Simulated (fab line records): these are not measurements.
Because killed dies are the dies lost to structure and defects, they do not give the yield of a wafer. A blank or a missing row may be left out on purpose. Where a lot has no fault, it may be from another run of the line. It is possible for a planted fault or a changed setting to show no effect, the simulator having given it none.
What tool caused it?    flow sky130    7 lots, 21 wafers sampled, at 2 steps of a route of 708

== WHAT EACH GAUGE READ, for each wafer ==
SKY_METAL4_OVL_MEAS_14.
lot   measured      on          METAL4_OVL (nm)
L766  day 42 08:07  overlay-02  0 -1 -4
L768  day 43 00:16  overlay-01  4 -14 -1
L771  day 44 01:22  overlay-01  1 -5 -3
L773  day 44 10:08  overlay-01  -4 -6 -2
L778  day 45 17:49  overlay-01  -4 -5 -6
L782  day 46 13:58  overlay-01  -5 -1 4
L785  day 47 08:58  overlay-02  -3 -2 -9

== TOOL THAT RAN EACH LOT (tool first, then ch and the chambers of the sampled wafers, then the start) ==
lot   SKY_FIELD_ISO_OXIDATION_01
L766  furnace-01 ch 0, day 1 20:07
L768  furnace-01 ch 0, day 2 07:35
L771  furnace-02 ch 0, day 2 21:07
L773  furnace-01 ch 0, day 3 07:56
L778  furnace-01 ch 0, day 4 08:07
L782  furnace-02 ch 0, day 5 04:20
L785  furnace-01 ch 0, day 5 19:07
- SKY_FIELD_ISO_OXIDATION_01: stabilise 600 s, purge 300 s, target thk 12 nm.

== THE ANSWER, worked out from the rows above alone ==
Rule: the lots themselves supply what counts as usual. The widest of any qualifying gaps counts: lots, ordered by their means at a reading, are off when they make up no more than a third of the lots, leave a main group of 4 or more, and stand apart from it by 3 or more times the standard deviation of that group's means. A main group is skipped when, at the precision printed for the reading in the tables above, its means are all equal. A lot without any number at a reading at which 4 lots or more have one is off too. All remaining lots with rows at the step are treated as sound.
No lot is off at any reading shown: from this, nothing can be told.

== WHAT WAS PUT IN BY THE SIMULATOR ==
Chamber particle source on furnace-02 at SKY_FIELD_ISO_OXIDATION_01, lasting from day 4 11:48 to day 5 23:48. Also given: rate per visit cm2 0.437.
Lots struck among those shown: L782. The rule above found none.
